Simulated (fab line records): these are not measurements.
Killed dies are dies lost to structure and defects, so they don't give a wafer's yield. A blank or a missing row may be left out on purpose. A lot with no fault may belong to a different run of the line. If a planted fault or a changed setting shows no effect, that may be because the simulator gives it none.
A lot that was struck, set against a sound lot + flow sky130 + 15 steps out of a route of 708
Sound: these wafers, L809.1, L809.4, L809.5. Wafers struck: L814.1, L814.2, L814.6. At the end, the cause is stated.
Each step with rows lists, per side, the tool, then ch with its chambers, then its first start. Under that, the readings that differ: sound wafers + struck wafers + difference of the means + sigmas: that difference in standard deviations of wafers without a fault.
alike: words and numbers the same on both sides, and readings whose means are apart by under 2 such deviations; not compared: readings that were withheld, readings missing a value for some wafer, numbers with overlapping values and no deviation given by the record, and bounds like >300 which may hide the same value.
The two part at a step that has a row with sigmas, a row that says differs or no value, or rows on one side only. Numbers that don't overlap but have no deviation are shown without sigmas and don't part them. A reading missing from all wafers of one side parts the sides only when that side holds two or more wafers.

SKY_CONTACT_THK_MEAS_01:
  sound on film_metro-03 at day 33 10:23; struck on film_metro-04 at day 35 02:42
  alike: CONTACT_CVD_00_THK
then, 1 step without rows for these wafers: SKY_CONTACT_HDPCVD_02 (deposits SiO2, target thk 565 nm, time 94.2 s).
SKY_CONTACT_THK_MEAS_03:
  sound on film_metro-01 at day 33 10:31; struck on film_metro-03 at day 35 02:50
  alike: CONTACT_HDPCVD_THK
SKY_CONTACT_CMP_04: polishes SiO2.
  sound on cmp-01 ch 0,3, day 33 10:34; struck on cmp-02 ch 0,1,2, day 35 03:03
  alike: motor_current_A, time_to_endpoint_s
SKY_CONTACT_BOW_MEAS_05:
  sound on film_metro-01 at day 33 10:52; struck on film_metro-04 at day 35 03:21
  alike: CONTACT_BOW
then, 7 steps without rows for these wafers: SKY_CONTACT_DEHYDRATE_06 (time 60 s); SKY_CONTACT_HMDS_07 (prime time 60 s); SKY_CONTACT_COAT_08 (resist thk 60 nm); SKY_CONTACT_COAT_09 (resist thk 450 nm); SKY_CONTACT_SOFTBAKE_10 (time 90 s); SKY_CONTACT_EXPOSE_11 (exposes mask CTM1, target cd 170 nm); SKY_CONTACT_PEB_12.
SKY_CONTACT_DEVELOP_13: develop time 60 s.
  sound on litho_track-02 ch 0, day 34 13:00; struck on litho_track-03 ch 0, day 36 05:00
| reading              | sound             | struck            | difference | sigmas |
|----------------------|-------------------|-------------------|------------|--------|
| developer_temp_C (C) | 21.04 20.85 21.04 | 21.77 21.66 21.77 | +0.76      | +7     |
SKY_CONTACT_CD_MEAS_14 targets a cd of 170 nm.
  sound on cd_sem-01 at day 34 13:15; struck on cd_sem-01 at day 36 05:09
| reading    | sound             | struck            | difference | sigmas |
|------------|-------------------|-------------------|------------|--------|
| cd_nm (nm) | 168.8 167.2 167.7 | 170.2 171.6 171.4 | +3.2       | +2     |
-- the record jumps here: 13 days lie between the struck wafers' starts before and after (it left off in module CONTACT and takes up again in module PAD_OPEN, whose first step shown is number 708 of the route) --
SKY_PAD_OPEN_PROBE_99:
  sound on prober-01 at day 48 00:54; struck on prober-02 at day 49 05:02
  alike: killed_at_M0_to_M3, killed_at_M4_up, killed_at_contacts, killed_at_front_end, killed_at_other, killed_dies, killed_open, killed_short

== WHERE THEY PART ==
Last at SKY_CONTACT_CD_MEAS_14 as far as this record goes, first at SKY_CONTACT_DEVELOP_13. Later steps at which nothing parts them and some readings are alike: SKY_PAD_OPEN_PROBE_99.

WHY: whatever the simulator had introduced
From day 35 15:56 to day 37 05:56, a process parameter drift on litho_track-03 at SKY_CONTACT_DEVELOP_13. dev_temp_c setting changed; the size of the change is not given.
